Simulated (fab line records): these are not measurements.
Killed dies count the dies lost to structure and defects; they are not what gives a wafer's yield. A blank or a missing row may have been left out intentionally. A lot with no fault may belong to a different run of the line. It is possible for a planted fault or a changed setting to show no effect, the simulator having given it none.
Which tool did it? / flow sfq line / 21 wafers from 7 lots sampled at 4 of the route's 325 steps

## WHAT THE GAUGES READ, wafer by wafer
SFQ_I7_OVL_MEAS_947.
lot=L824; measured=day 77 07:55; on=overlay-01; I7_OVL (nm)=8 4 4
lot=L827; measured=day 77 22:54; on=overlay-02; I7_OVL (nm)=-5 -2 -3
lot=L830; measured=day 79 02:44; on=overlay-01; I7_OVL (nm)=-1 3 1
lot=L832; measured=day 79 11:29; on=overlay-01; I7_OVL (nm)=-10 -4 -8
lot=L835; measured=day 84 08:12; on=overlay-02; I7_OVL (nm)=-2 3 -7
lot=L841; measured=day 85 04:43; on=overlay-02; I7_OVL (nm)=- - -
lot=L843; measured=day 85 23:31; on=overlay-01; I7_OVL (nm)=5 2 5

## WHICH TOOL RAN EACH LOT (tool, then ch and the chambers of the sampled wafers, then the start)
lot=L824; SFQ_TRILAYER_I1_CMP_CMP_046=cmp-02 ch 0,1,2, day 24 16:26; SFQ_TRILAYER_M2_BARC_OPEN_METAL_ETCH_077=rie metal-02 ch 0,1, day 32 14:57; SFQ_TRILAYER_I7_VIA_LITHO_PEB_190=litho track-04 ch 0, day 77 07:37
lot=L827; SFQ_TRILAYER_I1_CMP_CMP_046=cmp-01 ch 1,2,3, day 25 21:26; SFQ_TRILAYER_M2_BARC_OPEN_METAL_ETCH_077=rie metal-02 ch 0,1, day 32 18:33; SFQ_TRILAYER_I7_VIA_LITHO_PEB_190=litho track-01 ch 0, day 77 22:36
lot=L830; SFQ_TRILAYER_I1_CMP_CMP_046=cmp-02 ch 2,3, day 27 09:34; SFQ_TRILAYER_M2_BARC_OPEN_METAL_ETCH_077=rie metal-04 ch 0,1, day 34 10:18; SFQ_TRILAYER_I7_VIA_LITHO_PEB_190=litho track-01 ch 0, day 79 02:28
lot=L832; SFQ_TRILAYER_I1_CMP_CMP_046=cmp-01 ch 0,1,2, day 28 13:10; SFQ_TRILAYER_M2_BARC_OPEN_METAL_ETCH_077=rie metal-02 ch 0,1, day 35 11:29; SFQ_TRILAYER_I7_VIA_LITHO_PEB_190=litho track-03 ch 0, day 79 11:11
lot=L835; SFQ_TRILAYER_I1_CMP_CMP_046=cmp-02 ch 0,1,2, day 28 17:58; SFQ_TRILAYER_M2_BARC_OPEN_METAL_ETCH_077=rie metal-01 ch 0, day 35 16:17; SFQ_TRILAYER_I7_VIA_LITHO_PEB_190=litho track-03 ch 0, day 84 07:54
lot=L841; SFQ_TRILAYER_I1_CMP_CMP_046=cmp-02 ch 0,1,2, day 29 06:06; SFQ_TRILAYER_M2_BARC_OPEN_METAL_ETCH_077=rie metal-04 ch 0,1, day 36 04:24; SFQ_TRILAYER_I7_VIA_LITHO_PEB_190=litho track-03 ch 0, day 85 04:25
lot=L843; SFQ_TRILAYER_I1_CMP_CMP_046=cmp-02 ch 0,1,2, day 29 13:06; SFQ_TRILAYER_M2_BARC_OPEN_METAL_ETCH_077=rie metal-01 ch 0,1, day 42 23:18; SFQ_TRILAYER_I7_VIA_LITHO_PEB_190=litho track-04 ch 0, day 85 23:13
- SFQ_TRILAYER_I1_CMP_CMP_046: polishes SiO2.
- SFQ_TRILAYER_M2_BARC_OPEN_METAL_ETCH_077: etches BARC in O2, target depth 125 nm, time 43.11 s.
- SFQ_TRILAYER_I7_VIA_LITHO_PEB_190: peb time 60 s.

## THE ANSWER, worked out from the rows above alone
Rule: usual is defined by the lots themselves. Put in order of their means at a reading, lots are off if they are a third of the lots or fewer, leave a main group of 4 or more, and stand apart from it by a gap of 3 or more times the standard deviation of the main group's means; of several such gaps the widest counts. The tables above print the reading to a certain number of digits; a main group whose means all agree to those digits is not used. Also off: a lot with no number at a reading for which 4 or more lots have one. Where the step has rows for the other lots, those lots are counted as sound.
Off: L841, at SFQ_I7_OVL_MEAS_947 (I7_OVL). Without a number there: L841. The main group has a mean of -0 nm with a standard deviation of 4.3.
A tool fits if, at a process step before that reading, it ran every lot that is off, and no sound lot after the first of them. Those tools and the gauges at SFQ_I7_OVL_MEAS_947 are tried in the same way. Can't be told from this: 3 tools fit, rie metal-04 at SFQ_TRILAYER_M2_BARC_OPEN_METAL_ETCH_077, litho track-03 at SFQ_TRILAYER_I7_VIA_LITHO_PEB_190, overlay-02 at SFQ_I7_OVL_MEAS_947.

## WHAT THE SIMULATOR PUT IN
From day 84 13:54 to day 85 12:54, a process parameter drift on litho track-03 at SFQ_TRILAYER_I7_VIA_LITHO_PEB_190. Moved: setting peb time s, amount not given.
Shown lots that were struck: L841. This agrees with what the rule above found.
